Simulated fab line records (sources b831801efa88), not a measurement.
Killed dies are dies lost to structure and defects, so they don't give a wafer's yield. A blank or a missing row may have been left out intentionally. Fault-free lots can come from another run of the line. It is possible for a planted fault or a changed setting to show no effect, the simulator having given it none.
Chamber matching | flow sky130 | 4 sister chambers for SKY_VIA4_CMP_02 on cmp-02
The step polishes SiO2. 27 wafers are shown with their chamber, then 12 later ones without.

== WAFERS, EACH WITH ITS CHAMBER ==
wafer  | chamber | motor-current-A (A) | head-pressure-psi (psi)
L074.2 | 1       | 11.0                | 4.005
L074.3 | 0       | 12.7                | 4.009
L074.4 | 3       | 11.2                | 4.031
L075.2 | 2       | 10.8                | 4.002
L075.3 | 1       | 11.0                | 3.993
L075.4 | 3       | 11.9                | 4.002
L079.1 | 3       | 11.6                | 3.997
L079.2 | 1       | 10.6                | 4.012
L079.6 | 2       | 11.3                | 4.000
L078.1 | 0       | 12.4                | 3.994
L078.3 | 3       | 11.9                | 3.996
L078.6 | 3       | 11.7                | 3.983
L080.3 | 3       | 11.5                | 4.009
L080.5 | 2       | 10.7                | 3.997
L080.6 | 1       | 10.5                | 3.994
L082.1 | 0       | 13.1                | 4.006
L082.2 | 2       | 10.8                | 3.996
L082.3 | 3       | 11.9                | 4.003
L085.1 | 0       | 12.7                | 3.981
L085.3 | 2       | 10.9                | 4.008
L085.4 | 3       | 12.0                | 4.009
L086.1 | 2       | 10.9                | 4.017
L086.3 | 3       | 11.3                | 3.996
L086.6 | 1       | 11.3                | 4.005
L088.1 | 2       | 10.8                | 3.996
L088.3 | 1       | 10.7                | 3.986
L088.6 | 3       | 12.0                | 4.012

SIGNATURES, as means of the wafers listed above
reading           | chamber 0 | chamber 1 | chamber 2 | chamber 3 | scatter within a chamber
motor-current-A   | 12.725    | 10.850    | 10.886    | 11.700    | 0.271
head-pressure-psi | 3.99750   | 3.99917   | 4.00229   | 4.00380   | 0.011
Rule: a wafer's distance from a chamber is the root of the sum, over the readings, of the square of ((its reading less the chamber's mean) divided by the reading's scatter). The wafer belongs to the nearest chamber; if the next one is less than 2 further off, it can't be placed. The scatter: take each reading less its chamber's mean, square it, sum over the shown wafers, divide by the number of wafers less the number of chambers, and take the root.

== WAFERS WITHOUT THEIR CHAMBER ==
wafer  | motor-current-A (A) | head-pressure-psi (psi)
L091.3 | 12.6                | 3.996
L091.4 | 13.4                | 4.005
L091.5 | 13.2                | 4.003
L092.1 | 12.4                | 3.994
L092.4 | 11.1                | 3.999
L092.5 | 11.5                | 3.993
L094.3 | 12.7                | 4.008
L094.4 | 11.5                | 3.996
L094.6 | 11.1                | 3.982
L097.1 | 11.6                | 3.996
L097.5 | 12.2                | 4.020
L097.6 | 11.1                | 4.021

== WHICH CHAMBER EACH WENT THROUGH ==
wafer  | from the rows above          | in truth
L091.3 | 0                            | 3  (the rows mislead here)
L091.4 | 0                            | 0
L091.5 | 0                            | 0
L092.1 | can't be placed: 0 or 3      | 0
L092.4 | can't be placed: 2 or 1 or 3 | 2
L092.5 | can't be placed: 3 or 2 or 1 | 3
L094.3 | 0                            | 0
L094.4 | can't be placed: 3 or 2 or 1 | 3
L094.6 | can't be placed: 1 or 2 or 3 | 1
L097.1 | can't be placed: 3 or 2 or 1 | 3
L097.5 | can't be placed: 3 or 0      | 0
L097.6 | can't be placed: 2 or 1 or 3 | 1
Correctly placed: 3 of 12. From these rows, 8 cannot be placed; in 8 the true chamber is one of the candidates. Number placed wrongly: 1.
